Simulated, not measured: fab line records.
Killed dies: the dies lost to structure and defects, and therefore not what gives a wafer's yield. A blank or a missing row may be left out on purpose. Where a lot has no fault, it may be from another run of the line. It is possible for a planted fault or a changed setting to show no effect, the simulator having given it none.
A lot that was struck, set against a sound lot | flow sky130 | 35 out of 708 route steps
Sound: wafers L236.3, L236.4, L236.6. Struck: wafers L234.3, L234.5. (L234.4 of the same lot was not struck and is left out.) The cause comes at the end.
For every step that has rows: the tool of each side, followed by ch and its chambers, followed by its first start. Under that, the readings that differ: sound wafers | struck wafers | difference of the means | sigmas: that difference in standard deviations of wafers without a fault.
alike: readings with means less than 2 such deviations apart, plus words and numbers identical on both sides. not compared: withheld readings, readings lacking a value on some wafer, bounds such as >300 that could conceal the same value, and numbers that have no deviation in the record and whose values overlap.
A row with sigmas, a row that says differs or no value, or rows on one side alone: a step with any of these is where the two part. Non-overlapping numbers with no deviation appear without sigmas and do not part them. A reading missing from all wafers of one side parts the sides only when that side holds two or more wafers.

first, 10 steps without rows for these wafers: SKY_METAL1_HMDS_08 (prime time 60 s); SKY_METAL1_COAT_09 (resist thk 60 nm); SKY_METAL1_COAT_10 (resist thk 450 nm); SKY_METAL1_SOFTBAKE_11 (time 90 s); SKY_METAL1_EXPOSE_12 (exposes mask MM1, target cd 140 nm); SKY_METAL1_PEB_13; SKY_METAL1_DEVELOP_14 (develop time 60 s); SKY_METAL1_DESCUM_17 (chemistry O2, time 8 s); SKY_METAL1_ETCH_18 (etches BARC in N2/H2, stops on SiO2, time 45.9 s, target depth 60 nm); SKY_METAL1_METAL_ETCH_19 (etches the open film in Cl2/BCl3, stops on SiO2, target depth 360 nm, time 79.16 s).
SKY_METAL1_STRIP_20: strips in O2/N2.
  sound on plasmaAsher-04 ch 0,1, day 38 02:27; struck on plasmaAsher-03 ch 0, day 37 17:15
  alike: chamberPressureMTorr, drypumpMotorCurrentA, o2FlowSccm, oesProductAu, stripTimeToEndpointS
  not compared: rfHoursCounterH
then, 23 steps without rows for these wafers: SKY_METAL1_STRIP_21 (strips in post etch residue remover, time 1200 s); SKY_METAL1_CLEAN_22 (cleans in IPA, time 180 s); SKY_METAL1_CLEAN_23 (cleans in O3/DIW); SKY_VIA1_HDPCVD_00 (deposits SiO2, target thk 1030 nm, time 171.7 s); SKY_VIA1_CMP_02 (polishes SiO2); SKY_VIA1_DEHYDRATE_04 (time 60 s); SKY_VIA1_HMDS_05 (prime time 60 s); SKY_VIA1_COAT_06 (resist thk 60.62 nm); SKY_VIA1_COAT_07 (resist thk 450 nm); SKY_VIA1_SOFTBAKE_08 (time 90 s); SKY_VIA1_EXPOSE_09 (exposes mask VIM, target cd 150 nm); SKY_VIA1_PEB_10; SKY_VIA1_DEVELOP_11 (develop time 60 s); SKY_VIA1_ETCH_14 (etches BARC in N2/H2, stops on SiO2, time 45.9 s, target depth 60 nm); SKY_VIA1_ETCH_15 (etches SiO2 in C4F8/O2/Ar, stops on TiN, target depth 351 nm, time 54 s); SKY_VIA1_STRIP_16 (strips in O2/N2); SKY_VIA1_STRIP_17 (strips in post etch residue remover, time 1200 s); SKY_VIA1_CLEAN_18 (cleans in IPA, time 180 s); SKY_VIA1_CLEAN_19 (cleans in O3/DIW); SKY_VIA1_SPUTTER_20 (material TiN, target thk 20 nm, time 80 s); SKY_VIA1_CVD_21 (deposits W, target thk 270 nm, time 80.902 s); SKY_VIA1_CMP_24 (polishes, stops on SiO2, t overpolish 15 s, target thk 0 nm); SKY_METAL2_SPUTTER_00 (material Ti, target thk 15 nm, time 10 s).
-- the record jumps here: 12 days lie between the struck wafers' starts before and after (it left off in module METAL2 and takes up again in module PAD_OPEN, whose first step shown is number 708 of the route) --
SKY_PAD_OPEN_PROBE_99:
  the record has rows for the struck wafers here (prober-02, day 49 12:29) and none for the sound ones

== WHERE THEY PART ==
Only at SKY_PAD_OPEN_PROBE_99, within this record.

WHY: the cause the simulator had injected
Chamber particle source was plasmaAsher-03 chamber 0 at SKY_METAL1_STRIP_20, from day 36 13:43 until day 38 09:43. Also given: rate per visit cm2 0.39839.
